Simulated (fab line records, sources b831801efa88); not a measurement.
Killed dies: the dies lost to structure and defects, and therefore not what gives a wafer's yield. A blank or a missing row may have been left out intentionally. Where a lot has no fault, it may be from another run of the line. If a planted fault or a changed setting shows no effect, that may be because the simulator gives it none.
Which tool is to blame? ; flow sky130 ; 33 wafers from 11 lots sampled at 6 of the route's 708 steps

## WHAT THE GAUGES READ, wafer by wafer
SKY_NWELL_OVL_MEAS_10.
lot;measured;on;NWELL_00_OVL (nm)
L107;day 5 17:23;overlay-01;-0.7 -2.2 -1.9
L110;day 6 07:05;overlay-01;-1.6 -1.3 -0.4
L111;day 6 08:21;overlay-02;-2.7 -2.0 -0.3
L112;day 6 16:05;overlay-01;0.0 1.1 0.0
L114;day 7 03:08;overlay-02;-0.1 0.8 -1.0
L122;day 9 07:56;overlay-01;1.7 0.4 -2.7
L123;day 9 13:55;overlay-02;-1.6 -1.8 -3.5
L125;day 9 19:53;overlay-01;-0.3 -0.9 0.5
L124;day 9 20:32;overlay-01;-1.2 -0.9 0.7
L126;day 10 02:05;overlay-01;0.6 -1.3 0.0
L127;day 10 05:36;overlay-01;-2.8 -1.4 -2.7

SKY_NWELL_RS_MEAS_29: a four-point-probe measurement.
lot;measured;on;NWELL_RS (ohm/sq)
L107;day 6 13:52;film metro-03;628.2 626.3 626.5
L110;day 7 03:37;film metro-01;626.6 622.0 623.9
L111;day 7 04:53;film metro-01;624.8 623.6 624.6
L112;day 7 12:18;film metro-02;623.4 623.7 623.2
L114;day 8 01:01;film metro-02;623.9 623.3 623.2
L122;day 10 06:50;film metro-02;621.7 623.8 621.3
L123;day 10 13:59;film metro-02;620.6 620.8 621.6
L125;day 10 19:20;film metro-01;619.9 619.7 622.3
L124;day 10 20:20;film metro-03;627.7 626.6 625.8
L126;day 11 01:08;film metro-02;623.7 623.7 622.5
L127;day 11 05:23;film metro-03;623.7 624.5 622.5

SKY_VT_ADJUST_LVTN_TW_MEAS_10.
lot;measured;on;VT_ADJUST_LVTN_TW
L107;day 8 08:27;film metro-03;243.6 244.1 243.1
L110;day 8 23:45;film metro-03;243.9 242.2 243.9
L111;day 9 00:43;film metro-02;242.0 240.8 239.9
L112;day 9 09:13;film metro-03;243.1 242.7 240.5
L114;day 9 21:10;film metro-03;30.1 30.2 30.2 29.9 30.2 30.1
L122;day 12 07:15;film metro-02;243.8 242.3 242.5
L123;day 12 14:17;film metro-03;241.5 243.3 242.3
L125;day 12 20:58;film metro-04;237.8 236.8 237.6
L124;day 12 22:04;film metro-04;238.0 238.8 239.4
L126;day 13 02:12;film metro-04;238.7 239.4 240.4
L127;day 13 06:50;film metro-02;243.9 245.3 243.7

SKY_VT_ADJUST_NCORE_OVL_MEAS_08.
lot;measured;on;VT_ADJUST_NCORE_OVL (nm)
L107;day 10 05:25;overlay-02;1.1 0.9 1.0
L110;day 10 20:13;overlay-02;1.4 1.6 0.4
L111;day 10 21:07;overlay-02;0.5 -0.3 0.9
L112;day 11 06:58;overlay-02;-1.5 -1.2 -1.3
L122;day 14 09:34;overlay-01;-0.2 -0.9 1.4
L123;day 14 17:27;overlay-02;-1.1 -2.2 -0.2
L125;day 15 00:32;overlay-02;0.9 1.9 2.4
L124;day 15 01:16;overlay-02;0.8 -0.7 0.3
L126;day 15 06:28;overlay-02;-2.3 -3.2 -3.6
L127;day 15 11:28;overlay-02;-0.2 1.1 0.3

## EACH LOT AND THE TOOL THAT RAN IT (in order: tool; ch and the chambers of the sampled wafers; start)
lot;SKY_VT_ADJUST_HVTP_STRIP_10;SKY_VT_ADJUST_LVTN_STRIP_09
L107;plasma asher-04 ch 0,1, day 7 10:10;plasma asher-01 ch 0,1, day 8 08:21
L110;plasma asher-04 ch 0,1, day 8 01:28;plasma asher-01 ch 0,1, day 8 23:39
L111;plasma asher-03 ch 0,1, day 8 02:28;plasma asher-01 ch 0,1, day 9 00:36
L112;plasma asher-02 ch 0,1, day 8 10:59;plasma asher-03 ch 0,1, day 9 09:06
L114;plasma asher-02 ch 0,1, day 8 23:21;plasma asher-04 ch 0,1, day 9 21:04
L122;plasma asher-04 ch 0,1, day 11 07:10;plasma asher-03 ch 0,1, day 12 07:10
L123;plasma asher-02 ch 0,1, day 11 13:58;plasma asher-04 ch 0,1, day 12 14:12
L125;plasma asher-04 ch 0,1, day 11 19:54;plasma asher-01 ch 0,1, day 12 20:52
L124;plasma asher-03 ch 0,1, day 11 20:52;plasma asher-03 ch 0,1, day 12 21:59
L126;plasma asher-03 ch 0,1, day 12 01:13;plasma asher-04 ch 0,1, day 13 02:06
L127;plasma asher-02 ch 0,1, day 12 05:26;plasma asher-04 ch 0,1, day 13 06:45
- SKY_VT_ADJUST_HVTP_STRIP_10: strips in O2/N2.
- SKY_VT_ADJUST_LVTN_STRIP_09: strips in O2/N2.

## AS READ BY THE TOOLS THEMSELVES (means over the sampled wafers that have a number; for cases with no such wafer, the mark the record gives instead)
SKY_VT_ADJUST_HVTP_STRIP_10.
lot;tool;drypump motor current A (A);oes product au (a.u.);strip time to endpoint s (s)
L107;plasma asher-04;6.3;0.716;14.09
L110;plasma asher-04;6.3;0.717;14.19
L111;plasma asher-03;5.7;0.711;14.16
L112;plasma asher-02;5.3;0.720;14.13
L114;plasma asher-02;5.4;0.928;-
L122;plasma asher-04;6.2;0.716;14.18
L123;plasma asher-02;5.3;0.712;14.20
L125;plasma asher-04;6.3;0.717;14.15
L124;plasma asher-03;5.9;0.716;14.15
L126;plasma asher-03;5.6;0.721;14.11
L127;plasma asher-02;5.2;0.715;14.15

SKY_VT_ADJUST_LVTN_STRIP_09.
lot;tool;drypump motor current A (A);oes product au (a.u.);strip time to endpoint s (s)
L107;plasma asher-01;5.3;0.716;36.81
L110;plasma asher-01;5.5;0.721;36.95
L111;plasma asher-01;5.5;0.723;36.94
L112;plasma asher-03;5.9;0.716;36.81
L114;plasma asher-04;6.3;0.724;44.44
L122;plasma asher-03;5.6;0.720;36.93
L123;plasma asher-04;6.3;0.726;36.96
L125;plasma asher-01;5.6;0.723;37.00
L124;plasma asher-03;5.6;0.719;37.00
L126;plasma asher-04;6.2;0.723;36.99
L127;plasma asher-04;6.3;0.721;36.90

## THE ANSWER, worked out from the rows above alone
Rule: usual is defined by the lots themselves. Put in order of their means at a reading, lots are off if they are a third of the lots or fewer, leave a main group of 4 or more, and stand apart from it by a gap of 3 or more times the standard deviation of the main group's means; of several such gaps the widest counts. A main group whose means are all the same, to the digits that the tables above print for the reading, isn't used. A lot without any number at a reading at which 4 lots or more have one is off too. All remaining lots with rows at the step are treated as sound. First the gauges in route order, then the tools' own readings, where a lot's mean is used as printed above. The first step at which some lot is off is used, and at that step the reading that is off furthest; a lot without a number counts as furthest.
Off: at SKY_VT_ADJUST_LVTN_TW_MEAS_10 (VT_ADJUST_LVTN_TW), L114. The main group has a mean of 241.5 with a standard deviation of 2.2.
A tool fits if, at a process step before that reading, it ran every lot that is off, and no sound lot after the first of them. Not tried: the gauges at SKY_VT_ADJUST_LVTN_TW_MEAS_10; whatever is off there is also off at SKY_VT_ADJUST_HVTP_STRIP_10, on other tools, and gauge error can't account for it. Not one of the candidates tried fits.

## WHAT HAD BEEN PUT IN BY THE SIMULATOR
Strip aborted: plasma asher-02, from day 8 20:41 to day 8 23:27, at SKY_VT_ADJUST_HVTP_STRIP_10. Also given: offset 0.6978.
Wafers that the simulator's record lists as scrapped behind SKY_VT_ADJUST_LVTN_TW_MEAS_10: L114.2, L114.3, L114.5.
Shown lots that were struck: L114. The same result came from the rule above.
